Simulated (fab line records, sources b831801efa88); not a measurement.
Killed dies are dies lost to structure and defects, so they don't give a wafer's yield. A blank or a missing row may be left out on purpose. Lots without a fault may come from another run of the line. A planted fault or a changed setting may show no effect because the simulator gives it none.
fab line records | flow sky130
record lots=24 wafers=72 last_day=50
route steps=708 shown LOCAL_INTERCONNECT@400 CONTACT@431 METAL1@449 VIA1@459
lots that met no fault: from a run of the same line without faults
start_h: hours from the record's first day to the start of the lot's first wafer shown | wait_h: hours since the lot's step before | " the same as in the row above | L1.1+2: a row that stands for several wafers | - no value, or no start given | * or withheld: withheld | < > ~ a bound
route shown NAME@n: a module of which the file shows steps, and the number in the route of the first | usual: mean/standard deviation of fault-free wafers | same: alike in all rows | chamber/n: place in a boat | sites: the reading at each site | _std_site: their standard deviation | _edge_site: outer sites' mean less inner sites' | radius_mm: how far each site lies from the wafer's centre | mask NAME#n: copy n | behind: the tool/chamber that last shaped the wafer | hold: why the lot was held/for how many hours/how that ended | device: the transistor (n, p or np) that didn't switch | end of line: the same wafers' tests at the end of the route | a step without rows: its recipe alone | killed: dies lost to structure and defects at the first sort, not the wafer's yield | map: a wafer's dies, x killed, . not, _ none there
set.NAME: the setting as run; set.NAME@STEP: as run at that earlier step | model.NAME: the simulator's own value behind a step, which no gauge read
steps of the route over a sample of lots; a table a step, a row a wafer
services: from which hour (start_h, from the record's first day; less than 0 if before it) a tool's chamber was out of use, for how many hours, and why
## steps
# step SKY_LOCAL_INTERCONNECT_ETCH_13
# recipe chemistry=N2/H2 target=BARC ion_energy_ev=200 bias_w=100 pressure_mtorr=30 n2_flow_sccm=100 h2_flow_sccm=200 icp_w=500 stop_on=SiO2 time_s=45.9 target_depth_a=600
# usual drypump_motor_current_A=5.41/0.27 oes_product_au=0.854/0.0047 throttle_valve_pct=13.225/0.0093
# columns lot.wafer tool chamber start_h wait_h drypump_motor_current_A oes_product_au rf_hours_counter_h throttle_valve_pct
L074.3 rie_metal-04 1 697.91 0.0 5.08 0.849 - 13.228
L074.5 " 1 " " 5.07 0.848 - 13.238
L074.6 " 0 " " 5.63 0.853 - 13.224
L075.1 rie_metal-01 0 706.93 0.0 5.04 0.854 2 13.219
L075.4 " 1 " " 5.80 0.842 - 13.235
L075.6 " 1 " " 5.80 0.850 - 13.231
L076.1 rie_metal-04 1 748.48 0.0 5.10 0.851 14 13.226
L076.2 " 0 " " 5.67 0.849 0 13.218
L076.6 " 1 " " 5.11 0.852 - 13.230
L078.1 rie_metal-03 0 750.55 0.0 5.48 0.850 16 13.217
L078.3 " 0 " " 5.48 0.852 - 13.229
L078.6 " 0 " " 5.47 0.859 - 13.238
L077.1 rie_metal-03 1 752.10 0.0 5.35 0.854 13 13.232
L077.4 " 0 " " 5.48 0.858 - 13.242
L077.5 " 1 " " 5.35 0.852 - 13.217
L080.2 rie_metal-01 0 760.10 0.0 5.00 0.853 3 13.229
L080.5 " 1 " " 5.81 0.853 - 13.236
L080.6 " 0 " " 5.01 0.853 - 13.210
L079.3 rie_metal-03 1 761.30 0.0 5.35 0.861 - 13.226
L079.4 " 0 " " 5.45 0.860 - 13.238
L079.5 " 1 " " 5.35 0.866 - 13.234
L082.2 rie_metal-01 1 768.98 0.0 5.85 0.858 3 13.240
L082.5 " 0 " " 5.02 0.855 - 13.218
L082.6 " 1 " " 5.82 0.854 - 13.212
L081.3 rie_metal-04 1 769.95 0.0 5.08 0.861 - 13.228
L081.5 " 1 " " 5.05 0.855 - 13.225
L081.6 " 0 " " 5.63 0.858 - 13.217
L084.1 rie_metal-01 0 777.33 0.0 5.04 0.851 4 13.223
L084.5 " 0 " " 5.03 0.848 - 13.222
L084.6 " 1 " " 5.82 0.848 - 13.223
L083.1 rie_metal-04 0 782.60 0.0 5.64 0.855 2 13.224
L083.2 " 0 " " 5.61 0.845 - 13.225
L083.4 " 0 " " 5.57 0.851 - 13.229
L085.3 rie_metal-04 0 786.47 0.1 5.62 0.849 - 13.233
L085.5 " 0 " " 5.60 0.855 - 13.222
L085.6 " 0 " " 5.66 0.858 - 13.223
L086.1 rie_metal-03 1 791.93 0.0 5.35 0.854 16 13.229
L086.2 " 0 " " 5.47 0.849 0 13.225
L086.4 " 0 " " 5.47 0.851 - 13.230
L087.2 rie_metal-04 0 804.38 0.0 5.60 0.857 2 13.220
L087.3 " 0 " " 5.62 0.859 - 13.225
L087.5 " 1 " " 5.04 0.859 - 13.213
L088.1 rie_metal-03 0 805.05 0.0 5.49 0.860 1 13.221
L088.2 " 1 " " 5.36 0.852 17 13.233
L088.4 " 1 " " 5.35 0.847 - 13.222
L089.2 rie_metal-03 1 815.54 0.0 5.35 0.856 17 13.232
L089.5 " 1 " " 5.36 0.853 - 13.223
L089.6 " 0 " " 5.48 0.848 - 13.201
L090.2 rie_metal-04 1 825.34 0.0 5.06 0.850 1 13.233
L090.4 " 1 " " 5.04 0.858 - 13.232
L090.5 " 0 " " 5.63 0.859 - 13.227
L091.3 rie_metal-04 1 830.00 0.0 5.08 0.853 - 13.210
L091.4 " 0 " " 5.64 0.860 - 13.230
L091.5 " 0 " " 5.63 0.866 - 13.235
L092.2 rie_metal-01 1 842.49 0.0 5.85 0.844 4 13.226
L092.4 " 0 " " 5.02 0.858 - 13.220
L092.6 " 1 " " 5.84 0.860 - 13.219
L093.1 rie_metal-03 0 850.38 0.0 5.46 0.856 3 13.236
L093.2 " 0 " " 5.45 0.857 - 13.220
L093.6 " 0 " " 5.45 0.859 - 13.238
L094.1 rie_metal-04 1 852.85 0.0 5.07 0.856 2 13.227
L094.3 " 0 " " 5.64 0.851 - 13.226
L094.6 " 1 " " 5.04 0.848 - 13.213
L095.1 rie_metal-01 1 857.59 0.0 5.81 0.862 5 13.229
L095.3 " 0 " " 5.05 0.851 - 13.229
L095.5 " 1 " " 5.82 0.856 - 13.211
L096.3 rie_metal-04 1 872.05 0.0 5.07 0.861 - 13.233
L096.5 " 0 " " 5.62 0.859 - 13.214
L096.6 " 1 " " 5.08 0.857 - 13.210
L097.1 rie_metal-03 1 872.73 0.0 5.35 0.849 1 13.219
L097.2 " 0 " " 5.50 0.854 5 13.220
L097.5 " 1 " " 5.34 0.848 - 13.215
# step SKY_LOCAL_INTERCONNECT_METAL_ETCH_14
# recipe target_depth_nm=110 stop_on=PSG chemistry=Cl2/BCl3 target=TiN resist_sidewall_deg=88 pressure_mtorr=10 icp_w=900 bias_w=48.5 Cl2_flow_sccm=60 bcl3_flow_sccm=30 time_s=31.4
# usual drypump_motor_current_A=5.41/0.27 oes_product_au=0.941/0.0081 throttle_valve_pct=21.902/0.01
# columns lot.wafer tool chamber start_h wait_h drypump_motor_current_A oes_product_au rf_hours_counter_h throttle_valve_pct
L074.3 rie_metal-04 1 697.97 0.0 5.05 0.949 - 21.902
L074.5 " 1 " " 5.05 0.949 - 21.894
L074.6 " 0 " " 5.65 0.948 - 21.904
L075.1 rie_metal-01 0 706.99 0.0 5.01 0.950 2 21.897
L075.4 " 1 " " 5.80 0.951 - 21.891
L075.6 " 1 " " 5.81 0.947 - 21.888
L076.1 rie_metal-04 1 748.54 0.0 5.07 0.945 14 21.903
L076.2 " 0 " " 5.63 0.942 0 21.906
L076.6 " 1 " " 5.05 0.950 - 21.896
L078.1 rie_metal-03 0 750.62 0.0 5.44 0.944 16 21.892
L078.3 " 0 " " 5.43 0.939 - 21.895
L078.6 " 0 " " 5.44 0.931 - 21.901
L077.1 rie_metal-03 1 752.17 0.0 5.35 0.945 13 21.913
L077.4 " 0 " " 5.48 0.927 - 21.910
L077.5 " 1 " " 5.35 0.936 - 21.911
L080.2 rie_metal-01 0 760.17 0.0 5.03 0.944 3 21.910
L080.5 " 1 " " 5.80 0.942 - 21.902
L080.6 " 0 " " 5.03 0.950 - 21.922
L079.3 rie_metal-03 1 761.36 0.0 5.36 0.943 - 21.907
L079.4 " 0 " " 5.46 0.937 - 21.900
L079.5 " 1 " " 5.36 0.943 - 21.904
L082.2 rie_metal-01 1 769.04 0.0 5.81 0.934 3 21.901
L082.5 " 0 " " 5.00 0.937 - 21.908
L082.6 " 1 " " 5.81 0.930 - 21.894
L081.3 rie_metal-04 1 770.01 0.0 5.04 0.941 - 21.883
L081.5 " 1 " " 5.05 0.939 - 21.915
L081.6 " 0 " " 5.61 0.940 - 21.913
L084.1 rie_metal-01 0 777.39 0.0 5.03 0.939 4 21.900
L084.5 " 0 " " 5.03 0.941 - 21.910
L084.6 " 1 " " 5.80 0.946 - 21.875
L083.1 rie_metal-04 0 782.73 0.1 5.60 0.935 2 21.895
L083.2 " 0 " " 5.60 0.929 - 21.912
L083.4 " 0 " " 5.62 0.935 - 21.886
L085.3 rie_metal-04 0 786.59 0.1 5.60 0.930 - 21.906
L085.5 " 0 " " 5.61 0.930 - 21.901
L085.6 " 0 " " 5.62 0.937 - 21.912
L086.1 rie_metal-03 1 791.99 0.0 5.35 0.939 16 21.895
L086.2 " 0 " " 5.47 0.944 0 21.899
L086.4 " 0 " " 5.51 0.943 - 21.884
L087.2 rie_metal-04 0 804.44 0.0 5.63 0.943 2 21.903
L087.3 " 0 " " 5.62 0.947 - 21.912
L087.5 " 1 " " 5.07 0.952 - 21.906
L088.1 rie_metal-03 0 805.12 0.0 5.45 0.946 1 21.908
L088.2 " 1 " " 5.35 0.936 17 21.905
L088.4 " 1 " " 5.34 0.938 - 21.918
L089.2 rie_metal-03 1 815.60 0.0 5.34 0.925 17 21.900
L089.5 " 1 " " 5.35 0.934 - 21.896
L089.6 " 0 " " 5.48 0.927 - 21.920
L090.2 rie_metal-04 1 825.41 0.0 5.04 0.951 1 21.884
L090.4 " 1 " " 5.04 0.949 - 21.893
L090.5 " 0 " " 5.57 0.945 - 21.886
L091.3 rie_metal-04 1 830.06 0.0 5.05 0.938 - 21.902
L091.4 " 0 " " 5.59 0.946 - 21.904
L091.5 " 0 " " 5.61 0.943 - 21.904
L092.2 rie_metal-01 1 842.56 0.0 5.79 0.939 4 21.922
L092.4 " 0 " " 5.03 0.949 - 21.879
L092.6 " 1 " " 5.78 0.947 - 21.906
L093.1 rie_metal-03 0 850.50 0.1 5.50 0.944 3 21.900
L093.2 " 0 " " 5.48 0.953 - 21.903
L093.6 " 0 " " 5.50 0.946 - 21.900
L094.1 rie_metal-04 1 852.92 0.0 5.05 0.947 2 21.905
L094.3 " 0 " " 5.63 0.946 - 21.890
L094.6 " 1 " " 5.06 0.952 - 21.917
L095.1 rie_metal-01 1 857.66 0.0 5.81 0.927 5 21.915
L095.3 " 0 " " 5.04 0.927 - 21.901
L095.5 " 1 " " 5.81 0.934 - 21.896
L096.3 rie_metal-04 1 872.11 0.0 5.07 0.951 - 21.885
L096.5 " 0 " " 5.61 0.946 - 21.889
L096.6 " 1 " " 5.04 0.951 - 21.895
L097.1 rie_metal-03 1 872.79 0.0 5.35 0.933 1 21.886
L097.2 " 0 " " 5.48 0.932 5 21.890
L097.5 " 1 " " 5.34 0.942 - 21.897
# step SKY_CONTACT_RS_MEAS_25
# recipe thk_meas_gauge=four-point-probe reads=W_of_CONTACT_CVD_24+TiN_of_CONTACT_SPUTTER_23
# usual CONTACT_W_RS=0.338/0.0038
# columns lot.wafer tool chamber start_h wait_h CONTACT_W_RS[ohm/sq]
L074.3 film_metro-03 - 728.18 0.1 0.336
L074.5 " - " " 0.337
L074.6 " - " " 0.348
L075.1 film_metro-01 - 737.54 0.1 0.331
L075.4 " - " " 0.334
L075.6 " - " " 0.331
L076.1 film_metro-03 - 778.11 0.1 0.335
L076.2 " - " " 0.344
L076.6 " - " " 0.341
L078.1 film_metro-01 - 779.86 0.1 0.339
L078.3 " - " " 0.335
L078.6 " - " " 0.335
L077.1 film_metro-04 - 781.07 0.1 0.336
L077.4 " - " " 0.338
L077.5 " - " " 0.339
L080.2 film_metro-04 - 789.23 0.1 0.339
L080.5 " - " " 0.333
L080.6 " - " " 0.338
L079.3 film_metro-01 - 791.41 0.1 0.339
L079.4 " - " " 0.342
L079.5 " - " " 0.339
L082.2 film_metro-01 - 797.90 0.1 0.335
L082.5 " - " " 0.337
L082.6 " - " " 0.337
L081.3 film_metro-01 - 799.72 0.1 0.336
L081.5 " - " " 0.340
L081.6 " - " " 0.340
L084.1 film_metro-01 - 806.34 0.1 0.335
L084.5 " - " " 0.335
L084.6 " - " " 0.336
L083.1 film_metro-01 - 812.48 0.1 0.339
L083.2 " - " " 0.347
L083.4 " - " " 0.335
L085.3 film_metro-01 - 815.99 0.1 0.346
L085.5 " - " " 0.345
L085.6 " - " " 0.341
L086.1 film_metro-03 - 820.36 0.1 0.339
L086.2 " - " " 0.341
L086.4 " - " " 0.338
L087.2 film_metro-03 - 832.22 0.1 0.334
L087.3 " - " " 0.333
L087.5 " - " " 0.339
L088.1 film_metro-04 - 833.05 0.1 0.334
L088.2 " - " " 0.328
L088.4 " - " " 0.335
L089.2 film_metro-04 - 843.60 0.1 0.339
L089.5 " - " " 0.336
L089.6 " - " " 0.342
L090.2 film_metro-03 - 853.67 0.1 0.336
L090.4 " - " " 0.341
L090.5 " - " " 0.331
L091.3 film_metro-03 - 857.96 0.1 0.345
L091.4 " - " " 0.335
L091.5 " - " " 0.345
L092.2 film_metro-04 - 870.92 0.1 0.336
L092.4 " - " " 0.340
L092.6 " - " " 0.342
L093.1 film_metro-01 - 878.40 0.1 0.340
L093.2 " - " " 0.336
L093.6 " - " " 0.336
L094.1 film_metro-04 - 881.78 0.1 0.332
L094.3 " - " " 0.337
L094.6 " - " " 0.340
L095.1 film_metro-03 - 886.50 0.1 0.331
L095.3 " - " " 0.333
L095.5 " - " " 0.339
L096.3 film_metro-03 - 901.09 0.1 0.343
L096.5 " - " " 0.345
L096.6 " - " " 0.337
L097.1 film_metro-03 - 901.66 0.1 0.337
L097.2 " - " " 0.342
L097.5 " - " " 0.335
# step SKY_METAL1_CD_MEAS_15
# recipe target_cd_nm=140
# usual cd_nm=140.2/1.5
# columns lot.wafer tool chamber start_h wait_h cd_nm
L074.3 cd_sem-02 - 755.34 - 137.4
L074.5 " - " " 137.4
L074.6 " - " " 137.1
L075.1 cd_sem-01 - 764.64 - 140.3
L075.4 " - " " 139.0
L075.6 " - " " 139.0
L076.1 cd_sem-02 - 805.94 - 139.5
L076.2 " - " " 139.0
L076.6 " - " " 139.3
L078.1 cd_sem-01 - 807.31 - 141.3
L078.3 " - " " 140.6
L078.6 " - " " 139.2
L077.1 cd_sem-01 - 808.89 - 139.6
L077.4 " - " " 139.5
L077.5 " - " " 137.7
L080.2 cd_sem-02 - 817.21 - 143.5
L080.5 " - " " 140.8
L080.6 " - " " 141.9
L079.3 cd_sem-01 - 818.69 - 138.3
L079.4 " - " " 138.9
L079.5 " - " " 138.3
L082.2 cd_sem-02 - 824.87 - 141.3
L082.5 " - " " 140.8
L082.6 " - " " 141.4
L081.3 cd_sem-02 - 827.03 - 139.4
L081.5 " - " " 139.1
L081.6 " - " " 139.4
L084.1 cd_sem-02 - 833.30 - 138.5
L084.5 " - " " 138.4
L084.6 " - " " 138.2
L083.1 cd_sem-02 - 839.00 - 143.8
L083.2 " - " " 143.2
L083.4 " - " " 141.8
L085.3 cd_sem-02 - 842.73 - 140.0
L085.5 " - " " 140.7
L085.6 " - " " 140.2
L086.1 cd_sem-01 - 846.30 - 140.6
L086.2 " - " " 140.1
L086.4 " - " " 140.0
L087.2 cd_sem-01 - 858.41 - 142.4
L087.3 " - " " 140.9
L087.5 " - " " 141.6
L088.1 cd_sem-02 - 858.90 - 139.5
L088.2 " - " " 139.7
L088.4 " - " " 141.1
L089.2 cd_sem-02 - 870.26 - 140.0
L089.5 " - " " 139.5
L089.6 " - " " 139.6
L090.2 cd_sem-02 - 880.72 - 138.1
L090.4 " - " " 138.6
L090.5 " - " " 138.8
L091.3 cd_sem-01 - 885.49 - 139.0
L091.4 " - " " 138.7
L091.5 " - " " 139.5
L092.2 cd_sem-01 - 898.31 - 139.4
L092.4 " - " " 140.3
L092.6 " - " " 138.1
L093.1 cd_sem-01 - 905.19 - 140.4
L093.2 " - " " 140.7
L093.6 " - " " 139.8
L094.1 cd_sem-02 - 908.96 - 140.8
L094.3 " - " " 141.7
L094.6 " - " " 141.1
L095.1 cd_sem-02 - 912.30 - 142.9
L095.3 " - " " 142.1
L095.5 " - " " 140.8
L096.3 cd_sem-02 - 925.54 - 140.4
L096.5 " - " " 141.9
L096.6 " - " " 139.3
L097.1 cd_sem-01 - 926.84 - 141.7
L097.2 " - " " 141.4
L097.5 " - " " 142.6
# step SKY_METAL1_METAL_ETCH_19
# recipe target_depth_a=3600 stop_on=SiO2 over_etch_frac=0.3 time_s=78 chemistry=Cl2/BCl3 resist_sidewall_deg=88 pressure_mtorr=10 icp_w=900 bias_w=48.5 Cl2_flow_sccm=60 bcl3_flow_sccm=30
# usual drypump_motor_current_A=5.4/0.31 oes_product_au=0.852/0.0058 throttle_valve_pct=22.265/0.0095
# columns lot.wafer tool chamber start_h wait_h drypump_motor_current_A oes_product_au rf_hours_counter_h throttle_valve_pct
L074.3 rie_metal-01 1 755.58 0.1 5.8 0.846 - 22.258
L074.5 " 0 " " 5.0 0.852 - 22.269
L074.6 " 1 " " 5.8 0.837 - 22.268
L075.1 rie_metal-01 1 764.89 0.0 5.8 0.851 2.4 22.268
L075.4 " 1 " " 5.8 0.850 - 22.256
L075.6 " 1 " " 5.8 0.849 - 22.266
L076.1 rie_metal-01 0 806.29 0.1 5.0 0.851 4.9 22.245
L076.2 " 0 " " 5.0 0.863 - 22.274
L076.6 " 0 " " 5.0 0.860 - 22.286
L078.1 rie_metal-02 0 807.56 0.0 5.6 0.854 5.9 22.263
L078.3 " 0 " " 5.6 0.848 - 22.270
L078.6 " 1 " " 5.5 0.851 - 22.253
L077.1 rie_metal-04 1 809.15 0.0 5.1 0.858 0.4 22.261
L077.4 " 1 " " 5.1 0.860 - 22.264
L077.5 " 0 " " 5.6 0.858 - 22.259
L080.2 rie_metal-02 0 817.44 0.0 5.6 0.857 6.2 22.283
L080.5 " 1 " " 5.5 0.861 - 22.262
L080.6 " 0 " " 5.6 0.865 - 22.257
L079.3 rie_metal-04 0 818.93 0.1 5.7 0.848 - 22.258
L079.4 " 1 " " 5.1 0.848 - 22.262
L079.5 " 1 " " 5.0 0.845 - 22.259
L082.2 rie_metal-01 0 825.10 0.0 5.0 0.849 5.5 22.277
L082.5 " 0 " " 5.0 0.851 - 22.263
L082.6 " 1 " " 5.8 0.845 - 22.267
L081.3 rie_metal-01 0 827.27 0.1 5.0 0.850 - 22.269
L081.5 " 1 " " 5.8 0.856 - 22.274
L081.6 " 0 " " 5.0 0.848 - 22.265
L084.1 rie_metal-01 0 833.55 0.0 5.0 0.857 5.8 22.279
L084.5 " 1 " " 5.8 0.858 - 22.265
L084.6 " 0 " " 5.0 0.849 - 22.266
L083.1 rie_metal-04 1 839.25 0.0 5.1 0.848 1.3 22.269
L083.2 " 0 " " 5.6 0.860 3.7 22.273
L083.4 " 1 " " 5.1 0.853 - 22.259
L085.3 rie_metal-02 1 842.97 0.1 5.5 0.847 - 22.268
L085.5 " 1 " " 5.5 0.854 - 22.264
L085.6 " 0 " " 5.6 0.859 - 22.254
L086.1 rie_metal-01 0 846.55 0.0 5.0 0.860 6.2 22.250
L086.2 " 1 " " 5.8 0.861 4.6 22.266
L086.4 " 1 " " 5.8 0.841 - 22.261
L087.2 rie_metal-02 1 858.64 0.0 5.5 0.847 8.8 22.257
L087.3 " 0 " " 5.6 0.845 - 22.260
L087.5 " 0 " " 5.6 0.866 - 22.260
L088.1 rie_metal-01 1 859.15 0.0 5.8 0.849 4.9 22.260
L088.2 " 0 " " 5.0 0.853 6.5 22.266
L088.4 " 0 " " 5.0 0.845 - 22.261
L089.2 rie_metal-02 0 870.49 0.0 5.7 0.848 8.0 22.277
L089.5 " 0 " " 5.6 0.843 - 22.263
L089.6 " 1 " " 5.5 0.853 - 22.273
L090.2 rie_metal-02 0 880.95 0.0 5.6 0.851 8.6 22.257
L090.4 " 0 " " 5.6 0.851 - 22.283
L090.5 " 1 " " 5.5 0.855 - 22.256
L091.3 rie_metal-02 1 885.73 0.1 5.5 0.842 - 22.254
L091.4 " 0 " " 5.7 0.847 - 22.273
L091.5 " 1 " " 5.5 0.844 - 22.277
L092.2 rie_metal-04 0 898.54 0.0 5.7 0.854 6.4 22.268
L092.4 " 1 " " 5.0 0.857 - 22.251
L092.6 " 1 " " 5.1 0.850 - 22.258
L093.1 rie_metal-02 1 905.44 0.0 5.5 0.852 10.8 22.257
L093.2 " 0 " " 5.6 0.858 9.5 22.267
L093.6 " 0 " " 5.6 0.852 - 22.251
L094.1 rie_metal-01 1 909.21 0.0 5.8 0.855 7.6 22.250
L094.3 " 1 " " 5.8 0.855 - 22.274
L094.6 " 0 " " 5.0 0.853 - 22.277
L095.1 rie_metal-02 0 912.64 0.1 5.6 0.844 9.7 22.276
L095.3 " 0 " " 5.7 0.849 - 22.260
L095.5 " 0 " " 5.7 0.847 - 22.274
L096.3 rie_metal-01 0 925.78 0.1 5.0 0.839 - 22.258
L096.5 " 1 " " 5.8 0.848 - 22.256
L096.6 " 0 " " 5.0 0.843 - 22.265
L097.1 rie_metal-01 1 927.09 0.0 5.8 0.858 8.1 22.261
L097.2 " 0 " " 5.0 0.852 9.7 22.242
L097.5 " 1 " " 5.8 0.864 - 22.255
# step SKY_VIA1_THK_MEAS_01
# recipe reads=SiO2_of_VIA1_HDPCVD_00
# usual VIA1_HDPCVD_THK=1029/10
# columns lot.wafer tool chamber start_h wait_h VIA1_HDPCVD_THK[nm]
L074.3 film_metro-04 - 756.42 0.1 1022
L074.5 " - " " 1011
L074.6 " - " " 1029
L075.1 film_metro-02 - 765.78 0.1 1025
L075.4 " - " " 1024
L075.6 " - " " 1018
L076.1 film_metro-03 - 807.52 0.1 1045
L076.2 " - " " 1053
L076.6 " - " " 1040
L078.1 film_metro-04 - 808.45 0.1 1034
L078.3 " - " " 1030
L078.6 " - " " 1033
L077.1 film_metro-04 - 810.29 0.1 1039
L077.4 " - " " 1030
L077.5 " - " " 1031
L080.2 film_metro-02 - 818.25 0.1 1033
L080.5 " - " " 1031
L080.6 " - " " 1045
L079.3 film_metro-03 - 819.77 0.1 1024
L079.4 " - " " 1033
L079.5 " - " " 1027
L082.2 film_metro-04 - 825.97 0.1 1031
L082.5 " - " " 1033
L082.6 " - " " 1019
L081.3 film_metro-03 - 828.06 0.1 1041
L081.5 " - " " 1036
L081.6 " - " " 1017
L084.1 film_metro-03 - 834.34 0.1 1036
L084.5 " - " " 1016
L084.6 " - " " 1029
L083.1 film_metro-02 - 840.04 0.1 1039
L083.2 " - " " 1036
L083.4 " - " " 1051
L085.3 film_metro-03 - 843.75 0.1 1020
L085.5 " - " " 1021
L085.6 " - " " 1028
L086.1 film_metro-04 - 847.35 0.1 1033
L086.2 " - " " 1028
L086.4 " - " " 1028
L087.2 film_metro-03 - 859.44 0.1 1048
L087.3 " - " " 1031
L087.5 " - " " 1013
L088.1 film_metro-04 - 859.94 0.1 1016
L088.2 " - " " 1019
L088.4 " - " " 1028
L089.2 film_metro-04 - 871.29 0.1 1044
L089.5 " - " " 1033
L089.6 " - " " 1039
L090.2 film_metro-03 - 881.88 0.2 1005
L090.4 " - " " 1023
L090.5 " - " " 1011
L091.3 film_metro-02 - 886.52 0.1 1030
L091.4 " - " " 1027
L091.5 " - " " 1026
L092.2 film_metro-04 - 899.34 0.1 1038
L092.4 " - " " 1037
L092.6 " - " " 1040
L093.1 film_metro-03 - 906.58 0.1 1020
L093.2 " - " " 1023
L093.6 " - " " 1009
L094.1 film_metro-02 - 910.02 0.1 1009
L094.3 " - " " 1027
L094.6 " - " " 1020
L095.1 film_metro-02 - 913.53 0.1 1030
L095.3 " - " " 1030
L095.5 " - " " 1028
L096.3 film_metro-02 - 926.57 0.1 1023
L096.5 " - " " 1050
L096.6 " - " " 1034
L097.1 film_metro-03 - 927.89 0.1 1028
L097.2 " - " " 1031
L097.5 " - " " 1022
## services
# columns tool chamber start_h hours kind
rie_metal-04 0 687.58 3.6 repair
rie_metal-02 - 712.57 0.6 repair
rie_metal-02 - 722.59 2.8 pm
rie_metal-04 0 728.93 - clean
rie_metal-04 0 728.93 17.6 scheduled_down
rie_metal-04 0 728.93 17.6 vent_cycle
rie_metal-01 0 733.44 15.8 repair
rie_metal-01 1 738.84 12.5 repair
rie_metal-01 0 749.35 5.2 repair
rie_metal-03 0 763.46 - clean
rie_metal-03 0 763.46 18.8 scheduled_down
rie_metal-03 0 763.46 18.8 vent_cycle
rie_metal-04 1 771.03 - clean
rie_metal-04 1 771.03 26.7 scheduled_down
rie_metal-04 1 771.03 26.7 vent_cycle
rie_metal-01 - 779.79 10.0 pm
rie_metal-04 - 794.93 2.8 pm
rie_metal-01 1 796.18 11.2 repair
rie_metal-03 1 816.89 4.6 repair
rie_metal-03 1 848.84 - clean
rie_metal-03 1 848.84 16.7 scheduled_down
rie_metal-03 1 848.84 16.7 vent_cycle
rie_metal-01 - 872.11 2.8 pm
rie_metal-02 1 911.44 6.3 repair
## key
fault none
